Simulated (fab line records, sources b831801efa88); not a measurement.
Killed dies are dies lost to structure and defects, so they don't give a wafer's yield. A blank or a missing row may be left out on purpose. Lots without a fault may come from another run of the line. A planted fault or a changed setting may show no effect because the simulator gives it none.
Problem report in the 8D (eight disciplines) form, filled by code | flow sky130 | the parts of the form that need people (team, actions taken, sign-off) are left out

1. THE PROBLEM
oes_product_au at SKY_METAL4_METAL_ETCH_18 reads a mean of 0.917 a.u. on 6 wafers of 2 lots; wafers without a fault read 0.868 a.u. with a standard deviation of 0.0073. That is +6.7 standard deviations from the usual mean.
The step: etches the open film in Cl2/BCl3, stops on SiO2, target depth 845 nm, time 183.1 s.
First seen on wafer L818.1, day 44 01:52, on rie_metal-02. The record holds 33 wafers of 11 lots with a number at this step. Rule for "out", or "out of limits": more than 4 standard deviations from the usual mean. The other wafers with a number count as sound.

2. WHAT IT IS AND WHAT IT IS NOT
question                    | is                     | is not
which readings at this step | oes_product_au         | drypump_motor_current_A, throttle_valve_pct
which lots                  | L818, L825             | L812, L814, L815, L817, L823, L824, L827, L830, L832
which wafers of those lots  | all that have a number | -
read on which tools         | rie_metal-02           | rie_metal-01, rie_metal-03
when                        | from day 44 01:52      | up to then (12 sound wafers); but 15 sound wafers of L823, L824, L827, L830, L832 came after

3. SUSPECTS, AND WHAT RULES EACH OUT
Counting: a tool at a process step up to the reading stays a suspect if it ran every lot that is out and no sound lot after the first of them.
- pvd_sputter-02 at SKY_METAL4_SPUTTER_02 (material AlCu, target thk 735 nm, time 39.1 s): kept. It ran every lot that is out, first L818 (day 42 03:07), and no sound lot after that; its last sound lot up to then is L817 (day 41 23:41).
- pecvd-01 at SKY_CAP2M_CVD_00 (deposits SiO2, target thk 15.5 nm): ruled out as a lasting fault. Sound lots L823, L824, L827 ran on it after its first lot that is out, L818 (day 42 03:13).
- rie_metal-02 at SKY_METAL4_METAL_ETCH_18 (etches the open film in Cl2/BCl3, stops on SiO2, target depth 845 nm, time 183.1 s): ruled out as a lasting fault. Sound lots L823, L824, L830 ran on it after its first lot that is out, L818 (day 44 01:52).
Left after counting: pvd_sputter-02 at SKY_METAL4_SPUTTER_02.

4. THE CAUSE (what the simulator had put in)
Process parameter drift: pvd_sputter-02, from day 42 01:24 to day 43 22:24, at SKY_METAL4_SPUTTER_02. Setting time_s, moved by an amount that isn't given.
Counting left only this tool.

5. THE CHAIN OF EFFECTS, in route order
Each row: a reading whose mean over the struck wafers that have a number lies more than 3 standard deviations from the usual. Only readings for which the record gives a usual standard deviation are gone through. hours: the time from each lot's start at the first step in this table that gives one to its start at this step, as a median over the lots. sigmas: the change in usual standard deviations.
hours | step                     | reading        | usual      | on struck wafers | change | sigmas
0     | SKY_METAL4_METAL_ETCH_18 | oes_product_au | 0.868 a.u. | 0.917            | +0.049 | +6.7
The process steps in it:
- SKY_METAL4_METAL_ETCH_18: etches the open film in Cl2/BCl3, stops on SiO2, target depth 845 nm, time 183.1 s.

6. WHAT WOULD HAVE CAUGHT IT SOONER
In this record the first reading out of limits was taken at day 44 01:52, 48 hours after the fault began at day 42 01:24.
Of the tool readings at SKY_METAL4_SPUTTER_02 for which the record gives a usual standard deviation, none was out on any struck wafer, so an alarm limit of 4 standard deviations on them would not have fired.
All the lots that are out (2) had begun SKY_METAL4_SPUTTER_02 on pvd_sputter-02 by day 44 01:52. A hold on the tool at that time would have spared none of them.
